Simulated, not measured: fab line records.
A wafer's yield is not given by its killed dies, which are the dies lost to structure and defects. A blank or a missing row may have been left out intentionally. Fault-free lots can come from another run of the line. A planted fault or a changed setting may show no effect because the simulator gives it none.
A struck lot beside a sound one :: flow gf180mcu :: 14 out of 602 route steps
Sound: these wafers, L977.1, L977.2, L977.4. Wafers struck: L983.3, L983.5, L983.6. Last of all comes the cause.
For every step that has rows: the tool of each side, followed by ch and its chambers, followed by its first start. Under that, the readings that differ: sound wafers :: struck wafers :: difference of the means :: sigmas: that difference in standard deviations of wafers without a fault.
alike: words and numbers the same on both sides, and readings whose means are apart by under 2 such deviations; not compared: readings that were withheld, readings missing a value for some wafer, numbers with overlapping values and no deviation given by the record, and bounds like >300 which may hide the same value.
The two part at a step that has a row with sigmas, a row that says differs or no value, or rows on one side only. When numbers do not overlap yet have no deviation, they are printed without sigmas and do not part them. A reading that every wafer of one side lacks parts them only if that side has two wafers or more.

first, 1 step without rows for these wafers: GF_HV_LDD_DEVELOP_06 (develop time 60 s).
GF_HV_LDD_CD_MEAS_07: the cd target is 400 nm.
  sound on cdSem-01 at day 12 04:55; struck on cdSem-02 at day 13 18:37
  alike: cdNm
GF_HV_LDD_OVL_MEAS_08:
  sound on overlay-01 at day 12 05:02; struck on overlay-02 at day 13 18:43
  alike: HV_LDD_OVL
after that, 1 step had no rows for these wafers: GF_HV_LDD_IMPLANT_09.
GF_HV_LDD_STRIP_10: strips in O2/N2.
  sound on plasmaAsher-04 ch 0,1, day 12 05:13; struck on plasmaAsher-01 ch 0,1, day 13 18:55
  alike: drypumpMotorCurrentA, heaterPowerW, oesProductAu, stripTimeToEndpointS
  not compared: rfHoursCounterH
GF_HV_LDD_TW_MEAS_11:
  sound on filmMetro-04 at day 12 05:19; struck on filmMetro-01 at day 13 19:01
  alike: HV_LDD_TW
then, 6 steps without rows for these wafers: GF_HV_LDD_DEHYDRATE_12 (time 60 s); GF_HV_LDD_HMDS_13 (prime time 60 s); GF_HV_LDD_COAT_14 (resist thk 1000 nm); GF_HV_LDD_SOFTBAKE_15 (time 60 s); GF_HV_LDD_EXPOSE_16 (exposes mask Pplus LV AREA, target cd 400 nm); GF_HV_LDD_PEB_17.
GF_HV_LDD_DEVELOP_18: develop time 60 s.
  sound on lithoTrack-02 ch 0, day 12 23:34; struck on lithoTrack-03, day 14 15:14
  no value came back on the struck wafers for chillPlateTempC (C), developTimeS (s), developerTempC (C); on the sound wafers chillPlateTempC (C) reads 23.13 23.11 22.98
GF_HV_LDD_CD_MEAS_19: the cd target is 400 nm.
  sound on cdSem-01 at day 12 23:43; struck on cdSem-02 at day 14 15:22
reading: cdNm (nm)
sound: 397.6 398.4 397.6
struck: - - -
difference: no value on the struck wafers
sigmas: 

WHERE THEY PART
At GF_HV_LDD_DEVELOP_18 first; at GF_HV_LDD_CD_MEAS_19 last (within this record only).

WHY: the cause the simulator had injected
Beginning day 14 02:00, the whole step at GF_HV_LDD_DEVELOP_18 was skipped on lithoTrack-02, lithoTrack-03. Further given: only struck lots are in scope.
